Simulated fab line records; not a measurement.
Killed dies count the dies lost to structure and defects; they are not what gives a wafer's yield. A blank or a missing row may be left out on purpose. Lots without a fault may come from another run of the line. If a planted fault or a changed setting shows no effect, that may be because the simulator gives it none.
Comparing a struck lot with a sound one -- flow gf180mcu -- 42 out of 602 route steps
Sound: these wafers, L284.3, L284.4, L284.6. The struck wafers were L295.1, L295.2, L295.4. Last of all comes the cause.
Order at every step that has rows: each side's tool, ch and its chambers, its first start. Under that, the readings that differ: sound wafers -- struck wafers -- difference of the means -- sigmas: that difference in standard deviations of wafers without a fault.
alike: readings with means less than 2 such deviations apart, plus words and numbers identical on both sides. not compared: withheld readings, readings lacking a value on some wafer, bounds such as >300 that could conceal the same value, and numbers that have no deviation in the record and whose values overlap.
A row with sigmas, a row that says differs or no value, or rows on one side alone: a step with any of these is where the two part. Non-overlapping numbers with no deviation appear without sigmas and do not part them. A reading that every wafer of one side lacks parts them only if that side has two wafers or more.

first, 2 steps without rows for these wafers: GF_DNWELL_DEVELOP_06 (develop time 60 s); GF_DNWELL_IMPLANT_07.
GF_DNWELL_STRIP_08: strips in O2/N2.
  sound on plasma-asher-01 ch 0,1, day 3 14:16; struck on plasma-asher-01 ch 0,1, day 5 17:56
  alike: drypump-motor-current-A, heater-power-w, oes-product-au, platen-temp-c, strip-time-to-endpoint-s
  not compared: rf-hours-counter-h
GF_DNWELL_TW_MEAS_09:
  struck on film-metro-03, day 5 18:02; sound on film-metro-04, day 3 14:22
  alike: DNWELL_TW
then, 7 steps without rows for these wafers: GF_NWELL_DEHYDRATE_00 (time 60 s); GF_NWELL_HMDS_01 (prime time 60 s); GF_NWELL_COAT_02 (resist thk 3000 nm); GF_NWELL_SOFTBAKE_03; GF_NWELL_EXPOSE_04 (exposes mask Nwell, target cd 860 nm); GF_NWELL_PEB_05; GF_NWELL_DEVELOP_06 (develop time 60 s).
GF_NWELL_OVL_MEAS_07:
  struck on overlay-02, day 6 06:32; sound on overlay-02, day 4 03:03
  alike: NWELL_OVL
GF_NWELL_IMPLANT_08:
  sound on implanter-04 ch 0, day 4 03:07; struck on implanter-04 ch 0, day 6 06:34
reading,sound,struck,difference,sigmas
tilt-deg (degrees),-0.022 -0.023 0.002,3.881 3.876 3.881,+3.894,+99 or more
after that, 1 step had no rows for these wafers: GF_NWELL_IMPLANT_09.
GF_NWELL_STRIP_10: strips in O2/N2.
  sound on plasma-asher-04 ch 0,1, day 4 03:25; struck on plasma-asher-03 ch 0,1, day 6 06:52
  alike: drypump-motor-current-A, heater-power-w, oes-product-au, platen-temp-c, strip-time-to-endpoint-s
  not compared: rf-hours-counter-h
GF_NWELL_TW_MEAS_11:
  struck on film-metro-01, day 6 07:16; sound on film-metro-01, day 4 03:29
reading,sound,struck,difference,sigmas
NWELL_TW,1580 1580 1587,1741 1734 1740,+156,+11
  not compared: hold
then, 6 steps without rows for these wafers: GF_LVPWELL_HMDS_01 (prime time 60 s); GF_LVPWELL_COAT_02 (resist thk 3000 nm); GF_LVPWELL_SOFTBAKE_03; GF_LVPWELL_EXPOSE_04 (exposes mask LVPWELL, target cd 600 nm); GF_LVPWELL_PEB_05; GF_LVPWELL_DEVELOP_06 (develop time 60 s).
GF_LVPWELL_OVL_MEAS_07:
  struck on overlay-01, day 6 20:17; sound on overlay-01, day 4 16:16
  alike: LVPWELL_OVL
then, 2 steps without rows for these wafers: GF_LVPWELL_IMPLANT_08; GF_LVPWELL_IMPLANT_09.
GF_LVPWELL_STRIP_10: strips in O2/N2.
  sound on plasma-asher-01 ch 0,1, day 4 16:37; struck on plasma-asher-01 ch 0,1, day 6 20:37
  alike: drypump-motor-current-A, heater-power-w, oes-product-au, platen-temp-c, strip-time-to-endpoint-s
  not compared: rf-hours-counter-h
GF_LVPWELL_TW_MEAS_11:
  struck on film-metro-03, day 6 20:43; sound on film-metro-02, day 4 16:42
  alike: LVPWELL_TW
then, 7 steps without rows for these wafers: GF_MVSD_DEHYDRATE_00 (time 60 s); GF_MVSD_HMDS_01 (prime time 60 s); GF_MVSD_COAT_02 (resist thk 3000 nm); GF_MVSD_SOFTBAKE_03; GF_MVSD_EXPOSE_04 (exposes mask MVSD, target cd 1000 nm); GF_MVSD_PEB_05; GF_MVSD_DEVELOP_06 (develop time 60 s).
GF_MVSD_OVL_MEAS_07:
  struck on overlay-02, day 7 11:05; sound on overlay-01, day 5 05:28
reading,sound,struck,difference,sigmas
MVSD_OVL (nm),-4.4 -4.8 -2.7,-0.1 -1.1 0.3,+3.7,+3
then, 2 steps without rows for these wafers: GF_MVSD_IMPLANT_08; GF_MVSD_IMPLANT_09.
GF_MVSD_STRIP_10: strips in O2/N2.
  sound on plasma-asher-04 ch 0,1, day 5 05:49; struck on plasma-asher-04 ch 0,1, day 7 11:25
  alike: drypump-motor-current-A, heater-power-w, oes-product-au, platen-temp-c, strip-time-to-endpoint-s
  not compared: rf-hours-counter-h
GF_MVSD_TW_MEAS_11:
  struck on film-metro-02, day 7 11:31; sound on film-metro-01, day 5 05:54
reading,sound,struck,difference,sigmas
MVSD_TW,1590 1591 1581,1556 1563 1547,-32,-2
then, 2 steps without rows for these wafers: GF_MVPSD_DEHYDRATE_00 (time 60 s); GF_MVPSD_HMDS_01 (prime time 60 s).
-- the record jumps here: 3 days lie between the struck wafers' starts before and after --
GF_VT_IMPLANT_RS_MEAS_47: uses a four-point probe to measure.
  struck on film-metro-03, day 10 18:25; sound on film-metro-02, day 8 05:23
reading,sound,struck,difference,sigmas
NWELL_RS (ohm/sq),488.1 487.6 487.3,641.8 642.5 642.2,+154.5,+99 or more
  not compared: hold

## WHERE THEY PART
Last at GF_VT_IMPLANT_RS_MEAS_47 as far as this record goes, first at GF_NWELL_IMPLANT_08.

WHY: what the simulator had put in
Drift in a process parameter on implanter-04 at GF_NWELL_IMPLANT_08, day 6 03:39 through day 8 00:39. Setting tilt-deg, moved by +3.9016, from 0. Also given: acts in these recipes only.
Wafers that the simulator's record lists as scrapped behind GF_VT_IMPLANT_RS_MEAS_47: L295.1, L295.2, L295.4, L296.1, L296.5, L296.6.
